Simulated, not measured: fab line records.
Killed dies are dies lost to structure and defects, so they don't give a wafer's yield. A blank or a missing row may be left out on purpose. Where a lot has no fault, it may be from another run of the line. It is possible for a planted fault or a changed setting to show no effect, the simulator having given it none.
fab line records -- flow sky130
record: lots: 11, wafers: 33, last-day: 50
route steps=708 shown POLY_CUT@317 LOCAL_INTERCONNECT@387 CONTACT@430 VIA1@479
lots that met no fault: from a run of the same line without faults
start-h: hours from the record's opening day to when the first of the lot's shown wafers began -- wait-h: hours elapsed since this lot's preceding step -- " same as the row above -- L1.1+2: several wafers, shown together as one row -- - no value present, or no start provided -- * or withheld: withheld -- < > ~ a bound
route shown NAME@n: names a module that has steps shown in the file, with the first one's number in the route -- usual: the fault-free wafers' mean and standard deviation -- same: alike in all rows -- chamber/n: place in a boat -- sites: per-site readings -- _std_site: the standard deviation of these -- _edge_site: outer sites' mean less inner sites' -- radius-mm: how far each site lies from the wafer's centre -- mask NAME#n: copy n -- behind: the last tool/chamber to shape the wafer -- hold: why the lot went on hold/how many hours it stayed there/how the hold came to an end -- device: whichever transistor did not switch (one of n, p or np) -- end of line: the same wafers' tests at the end of the route -- a step given without rows: its recipe and nothing more -- killed: count of dies lost to structure and defects at first sort (not the wafer's yield) -- map: dies across one wafer; x = killed, . = not, _ = none there
set.NAME: the setting that was run; set.NAME@STEP: the one run at that earlier step -- model.NAME: the simulator's own value behind a step, which no gauge read
route steps across a sampled set of lots; one table per step, one row per wafer
services: when a tool's chamber went out of use (start-h, in hours from the record's first day, below 0 if earlier), for how many hours, and the reason
== steps ==
step: SKY_POLY_CUT_ETCH_10
recipe: chemistry: N2/H2, target: BARC, ion-energy-ev: 200, source-w: 500, bias-w: 100, pressure-mtorr: 30, n2-flow-sccm: 100, h2-flow-sccm: 200, stop-on: SiO2, time-s: 45.9, target-depth-a: 600
usual: drypump-motor-current-A: 5.7/0.4, oes-product-au: 0.855/0.005, rf-fwd-power-W: 495.0/1.9, throttle-valve-pct: 13.225/0.0095
lot.wafer,tool,chamber,start-h,wait-h,drypump-motor-current-A,oes-product-au,rf-fwd-power-W,rf-hours-counter-h,throttle-valve-pct
L371.1,rie-diel-02,1,556.05,0.0,5.6,0.851,495.1,4,13.232
L371.2,rie-diel-02,2,556.05,0.0,5.6,0.842,493.2,14,13.225
L371.5,rie-diel-02,0,556.05,0.0,6.2,0.854,491.3,-,13.247
L372.1,rie-diel-02,2,569.19,0.0,5.6,0.853,495.5,14,13.239
L372.2,rie-diel-02,3,569.19,0.0,5.6,0.852,496.4,6,13.227
L372.4,rie-diel-02,1,569.19,0.0,5.6,0.859,495.4,4,13.230
L373.3,rie-diel-02,2,575.39,0.0,5.6,0.850,496.3,14,13.222
L373.5,rie-diel-02,3,575.39,0.0,5.6,0.852,497.4,-,13.233
L373.6,rie-diel-02,0,575.39,0.0,6.1,0.857,493.2,-,13.225
L374.1,rie-diel-01,0,592.88,0.0,6.1,0.856,495.5,1,13.216
L374.4,rie-diel-01,2,592.88,0.0,5.2,0.859,494.4,6,13.228
L374.5,rie-diel-01,1,592.88,0.0,5.1,0.858,498.1,-,13.232
L377.1,rie-diel-04,1,614.39,0.0,5.0,0.862,494.2,15,13.209
L377.2,rie-diel-04,0,614.39,0.0,5.9,0.853,493.7,60,13.231
L377.4,rie-diel-04,2,614.39,0.0,6.2,0.850,495.3,56,13.227
L378.4,rie-diel-02,3,622.89,0.0,5.6,0.854,496.1,7,13.219
L378.5,rie-diel-02,1,622.89,0.0,5.6,0.855,497.0,-,13.215
L378.6,rie-diel-02,0,622.89,0.0,6.2,0.855,492.0,-,13.236
L382.3,rie-diel-04,0,657.63,0.0,6.0,0.855,493.2,61,13.228
L382.4,rie-diel-04,1,657.63,0.0,5.0,0.864,495.8,16,13.234
L382.6,rie-diel-04,3,657.63,0.0,5.9,0.844,493.7,-,13.227
L385.1,rie-diel-04,2,681.42,0.0,6.2,0.860,496.0,58,13.218
L385.3,rie-diel-04,3,681.42,0.0,5.9,0.850,492.4,5,13.219
L385.4,rie-diel-04,0,681.42,0.0,6.0,0.850,493.4,61,13.221
L386.2,rie-diel-02,1,686.92,0.0,5.6,0.852,495.7,7,13.213
L386.3,rie-diel-02,3,686.92,0.0,5.6,0.862,496.6,9,13.237
L386.4,rie-diel-02,2,686.92,0.0,5.6,0.858,493.8,17,13.222
L391.1,rie-diel-04,1,725.44,0.0,5.0,0.858,496.1,18,13.241
L391.4,rie-diel-04,1,725.44,0.0,5.0,0.859,494.7,-,13.213
L391.5,rie-diel-04,3,725.44,0.0,5.9,0.853,492.4,-,13.229
L392.2,rie-diel-02,1,736.07,0.0,5.6,0.856,495.2,8,13.222
L392.3,rie-diel-02,0,736.07,0.0,6.1,0.854,492.6,11,13.222
L392.4,rie-diel-02,2,736.07,0.0,5.6,0.862,496.2,18,13.218
step: SKY_LOCAL_INTERCONNECT_SPUTTER_00
recipe: material: TiN, target-thk-nm: 100, temp-c: 300, power-w: 6500, time-s: 83.3, chamber-pressure-pa: 0.4
usual: cathode-dc-power-W: 6500.0/1.1, throttle-valve-pct: 29.8/1.3
lot.wafer,tool,chamber,start-h,wait-h,cathode-dc-power-W,throttle-valve-pct
L371.1,pvd-sputter-03,-,676.13,0.1,6501.1,29.1
L371.2,pvd-sputter-03,-,676.13,0.1,6500.5,30.7
L371.5,pvd-sputter-03,-,676.13,0.1,6498.9,30.8
L372.1,pvd-sputter-03,-,687.73,0.2,6500.1,31.1
L372.2,pvd-sputter-03,-,687.73,0.2,6499.2,29.0
L372.4,pvd-sputter-03,-,687.73,0.2,6501.5,30.6
L373.3,pvd-sputter-02,-,695.85,0.1,6500.4,28.7
L373.5,pvd-sputter-02,-,695.85,0.1,6499.6,28.7
L373.6,pvd-sputter-02,-,695.85,0.1,6501.3,29.4
L374.1,pvd-sputter-04,-,711.24,0.1,6499.3,30.7
L374.4,pvd-sputter-04,-,711.24,0.1,6499.9,27.5
L374.5,pvd-sputter-04,-,711.24,0.1,6498.1,27.3
L377.1,pvd-sputter-04,-,731.84,0.1,6500.1,30.3
L377.2,pvd-sputter-04,-,731.84,0.1,6500.4,30.8
L377.4,pvd-sputter-04,-,731.84,0.1,6501.6,27.3
L378.4,pvd-sputter-03,-,739.14,0.1,6502.7,30.7
L378.5,pvd-sputter-03,-,739.14,0.1,6500.7,30.9
L378.6,pvd-sputter-03,-,739.14,0.1,6501.3,30.7
L382.3,pvd-sputter-02,-,772.79,0.2,6499.5,29.8
L382.4,pvd-sputter-02,-,772.79,0.2,6499.2,27.9
L382.6,pvd-sputter-02,-,772.79,0.2,6500.1,27.9
L385.1,pvd-sputter-03,-,794.14,0.1,6500.2,30.5
L385.3,pvd-sputter-03,-,794.14,0.1,6499.9,29.3
L385.4,pvd-sputter-03,-,794.14,0.1,6499.9,30.6
L386.2,pvd-sputter-04,-,800.78,0.1,6498.3,30.6
L386.3,pvd-sputter-04,-,800.78,0.1,6499.4,27.4
L386.4,pvd-sputter-04,-,800.78,0.1,6498.8,30.2
L391.1,pvd-sputter-04,-,833.82,0.1,6502.0,31.3
L391.4,pvd-sputter-04,-,833.82,0.1,6500.6,27.2
L391.5,pvd-sputter-04,-,833.82,0.1,6499.2,31.1
L392.2,pvd-sputter-02,-,845.55,0.1,6500.1,29.6
L392.3,pvd-sputter-02,-,845.55,0.1,6499.4,28.8
L392.4,pvd-sputter-02,-,845.55,0.1,6499.6,29.5
step: SKY_CONTACT_CVD_24
recipe: material: W, target-thk-nm: 340, time-s: 102.12, temp-c: 400, pressure-torr: 40
usual: heater-power-w: 804/54
lot.wafer,tool,chamber,start-h,wait-h,heater-power-w
L371.1,cvd-w-01,1,735.41,0.0,800
L371.2,cvd-w-01,0,735.41,0.0,752
L371.5,cvd-w-01,0,735.41,0.0,756
L372.1,cvd-w-01,0,745.94,0.0,751
L372.2,cvd-w-01,1,745.94,0.0,801
L372.4,cvd-w-01,1,745.94,0.0,806
L373.3,cvd-w-02,1,754.08,0.1,890
L373.5,cvd-w-02,0,754.08,0.1,764
L373.6,cvd-w-02,1,754.08,0.1,895
L374.1,cvd-w-01,1,768.68,0.0,797
L374.4,cvd-w-01,1,768.68,0.0,799
L374.5,cvd-w-01,1,768.68,0.0,792
L377.1,cvd-w-02,0,788.19,0.0,743
L377.2,cvd-w-02,1,788.19,0.0,901
L377.4,cvd-w-02,1,788.19,0.0,891
L378.4,cvd-w-01,1,794.96,0.1,775
L378.5,cvd-w-01,0,794.96,0.1,777
L378.6,cvd-w-01,1,794.96,0.1,800
L382.3,cvd-w-01,0,828.36,0.1,768
L382.4,cvd-w-01,1,828.36,0.1,785
L382.6,cvd-w-01,0,828.36,0.1,766
L385.1,cvd-w-01,1,848.66,0.0,793
L385.3,cvd-w-01,1,848.66,0.0,798
L385.4,cvd-w-01,0,848.66,0.0,760
L386.2,cvd-w-02,0,855.36,0.0,759
L386.3,cvd-w-02,0,855.36,0.0,757
L386.4,cvd-w-02,1,855.36,0.0,887
L391.1,cvd-w-02,1,887.32,0.0,893
L391.4,cvd-w-02,0,887.32,0.0,753
L391.5,cvd-w-02,1,887.32,0.0,893
L392.2,cvd-w-01,0,900.18,0.0,764
L392.3,cvd-w-01,0,900.18,0.0,773
L392.4,cvd-w-01,1,900.18,0.0,808
step: SKY_VIA1_CVD_21
recipe: material: W, target-thk-nm: 270, time-s: 80.902, temp-c: 400, pressure-torr: 40
usual: heater-power-w: 798/52
lot.wafer,tool,chamber,start-h,wait-h,heater-power-w
L371.1,cvd-w-01,1,791.72,0.0,809
L371.2,cvd-w-01,0,791.72,0.0,755
L371.5,cvd-w-01,0,791.72,0.0,761
L372.1,cvd-w-01,0,802.63,0.0,784
L372.2,cvd-w-01,1,802.63,0.0,819
L372.4,cvd-w-01,1,802.63,0.0,790
L373.3,cvd-w-02,1,810.89,0.1,898
L373.5,cvd-w-02,1,810.89,0.1,891
L373.6,cvd-w-02,0,810.89,0.1,765
L374.1,cvd-w-02,0,824.52,0.0,747
L374.4,cvd-w-02,0,824.52,0.0,754
L374.5,cvd-w-02,1,824.52,0.0,897
L377.1,cvd-w-01,0,844.01,0.0,767
L377.2,cvd-w-01,1,844.01,0.0,813
L377.4,cvd-w-01,1,844.01,0.0,818
L378.4,cvd-w-01,0,850.60,0.1,791
L378.5,cvd-w-01,1,850.60,0.1,810
L378.6,cvd-w-01,0,850.60,0.1,776
L382.3,cvd-w-01,0,883.06,0.1,781
L382.4,cvd-w-01,1,883.06,0.1,810
L382.6,cvd-w-01,0,883.06,0.1,752
L385.1,cvd-w-01,0,904.73,0.0,773
L385.3,cvd-w-01,0,904.73,0.0,790
L385.4,cvd-w-01,1,904.73,0.0,816
L386.2,cvd-w-01,0,908.27,0.0,779
L386.3,cvd-w-01,1,908.27,0.0,810
L386.4,cvd-w-01,0,908.27,0.0,772
L391.1,cvd-w-02,1,940.65,0.0,869
L391.4,cvd-w-02,1,940.65,0.0,881
L391.5,cvd-w-02,1,940.65,0.0,867
L392.2,cvd-w-02,1,952.87,0.0,872
L392.3,cvd-w-02,0,952.87,0.0,694
L392.4,cvd-w-02,1,952.87,0.0,871
step: SKY_VIA1_RS_MEAS_22
recipe: thk-meas-gauge: four-point-probe, reads: W_of_VIA1_CVD_21+TiN_of_VIA1_SPUTTER_20
usual: VIA1_W_RS: 0.425/0.0063
lot.wafer,tool,chamber,start-h,wait-h,VIA1_W_RS[ohm/sq]
L371.1,film-metro-02,-,791.81,0.1,0.427
L371.2,film-metro-02,-,791.81,0.1,0.429
L371.5,film-metro-02,-,791.81,0.1,0.427
L372.1,film-metro-04,-,802.72,0.1,0.423
L372.2,film-metro-04,-,802.72,0.1,0.424
L372.4,film-metro-04,-,802.72,0.1,0.428
L373.3,film-metro-04,-,810.99,0.1,0.431
L373.5,film-metro-04,-,810.99,0.1,0.428
L373.6,film-metro-04,-,810.99,0.1,0.434
L374.1,film-metro-02,-,824.61,0.1,0.426
L374.4,film-metro-02,-,824.61,0.1,0.425
L374.5,film-metro-02,-,824.61,0.1,0.426
L377.1,film-metro-01,-,844.10,0.1,0.416
L377.2,film-metro-01,-,844.10,0.1,0.426
L377.4,film-metro-01,-,844.10,0.1,0.423
L378.4,film-metro-04,-,850.72,0.1,0.423
L378.5,film-metro-04,-,850.72,0.1,0.427
L378.6,film-metro-04,-,850.72,0.1,0.414
L382.3,film-metro-04,-,883.16,0.1,0.420
L382.4,film-metro-04,-,883.16,0.1,0.424
L382.6,film-metro-04,-,883.16,0.1,0.419
L385.1,film-metro-01,-,904.82,0.1,0.416
L385.3,film-metro-01,-,904.82,0.1,0.415
L385.4,film-metro-01,-,904.82,0.1,0.475
L386.2,film-metro-04,-,908.38,0.1,0.422
L386.3,film-metro-04,-,908.38,0.1,0.429
L386.4,film-metro-04,-,908.38,0.1,0.480
L391.1,film-metro-01,-,940.75,0.1,0.435
L391.4,film-metro-01,-,940.75,0.1,0.443
L391.5,film-metro-01,-,940.75,0.1,0.436
L392.2,film-metro-01,-,952.98,0.1,0.426
L392.3,film-metro-01,-,952.98,0.1,0.435
L392.4,film-metro-01,-,952.98,0.1,0.423
step: SKY_VIA1_THK_MEAS_23
recipe: thk-meas-gauge: xrf, reads: W_of_VIA1_CVD_21
usual: VIA1_W_THK: 276/4.5
lot.wafer,tool,chamber,start-h,wait-h,VIA1_W_THK[nm]
L371.1,film-metro-02,-,791.93,0.1,272
L371.2,film-metro-02,-,791.93,0.1,272
L371.5,film-metro-02,-,791.93,0.1,274
L372.1,film-metro-04,-,802.84,0.1,280
L372.2,film-metro-04,-,802.84,0.1,279
L372.4,film-metro-04,-,802.84,0.1,278
L373.3,film-metro-04,-,811.09,0.1,275
L373.5,film-metro-04,-,811.09,0.1,279
L373.6,film-metro-04,-,811.09,0.1,272
L374.1,film-metro-02,-,824.73,0.1,273
L374.4,film-metro-02,-,824.73,0.1,275
L374.5,film-metro-02,-,824.73,0.1,273
L377.1,film-metro-01,-,844.22,0.1,285
L377.2,film-metro-01,-,844.22,0.1,276
L377.4,film-metro-01,-,844.22,0.1,278
L378.4,film-metro-04,-,850.81,0.1,281
L378.5,film-metro-04,-,850.81,0.1,280
L378.6,film-metro-04,-,850.81,0.1,288
L382.3,film-metro-04,-,883.26,0.1,273
L382.4,film-metro-04,-,883.26,0.1,274
L382.6,film-metro-04,-,883.26,0.1,278
L385.1,film-metro-01,-,904.94,0.1,279
L385.3,film-metro-01,-,904.94,0.1,281
L385.4,film-metro-01,-,904.94,0.1,247
L386.2,film-metro-04,-,908.49,0.1,276
L386.3,film-metro-04,-,908.49,0.1,271
L386.4,film-metro-04,-,908.49,0.1,243
L391.1,film-metro-01,-,940.87,0.1,271
L391.4,film-metro-01,-,940.87,0.1,266
L391.5,film-metro-01,-,940.87,0.1,270
L392.2,film-metro-01,-,953.09,0.1,276
L392.3,film-metro-01,-,953.09,0.1,270
L392.4,film-metro-01,-,953.09,0.1,277
== services ==
tool,chamber,start-h,hours,kind
rie-diel-02,-,541.57,0.7,repair
pvd-sputter-04,-,555.72,1.7,repair
pvd-sputter-04,-,565.91,15.3,repair
cvd-w-01,1,580.25,10.8,repair
cvd-w-01,-,590.23,2.8,pm
cvd-w-01,0,605.90,2.9,repair
cvd-w-02,-,611.31,6.0,pm
pvd-sputter-04,-,620.67,2.4,repair
pvd-sputter-03,-,627.01,3.6,repair
rie-diel-02,3,638.70,7.4,repair
rie-diel-04,3,664.65,3.1,repair
cvd-w-02,-,676.20,1.2,repair
cvd-w-02,-,683.30,6.9,pm
cvd-w-01,1,698.93,10.8,repair
cvd-w-02,-,735.96,1.2,repair
rie-diel-02,1,746.39,23.2,repair
rie-diel-02,2,759.12,6.2,repair
rie-diel-02,1,789.37,4.6,repair
rie-diel-02,0,851.50,2.8,repair
cvd-w-02,-,851.63,0.8,repair
cvd-w-01,-,854.92,3.8,pm
cvd-w-01,-,865.33,14.6,pm
cvd-w-02,-,904.00,14.0,pm
cvd-w-01,-,925.99,6.0,pm
== key ==
first-sign: step: SKY_VIA1_RS_MEAS_22, reading: VIA1_W_RS, direction: up, sigmas: 8.4, usual: 0.425, struck: 0.477
effect: step: SKY_VIA1_THK_MEAS_23, reading: VIA1_W_THK, direction: down, sigmas: 6.9, usual: 276, struck: 245
met-at SKY_VIA1_CVD_21
struck-lots L385,L386
struck-wafers L385.4,L386.4
not-acting-at SKY_POLY_CUT_ETCH_10,SKY_LOCAL_INTERCONNECT_SPUTTER_00,SKY_CONTACT_CVD_24
onset-between 883.06 904.73
fault: kind: process-parameter-drift, tool: cvd-w-01, chamber: -, onset-h: 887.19, steps: SKY_VIA1_CVD_21, channel: target-thk-nm, offset: -29.095, shape: step, end-h: 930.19, scope: struck-wafers-only, acts-in: these-recipes-only, stated: 270
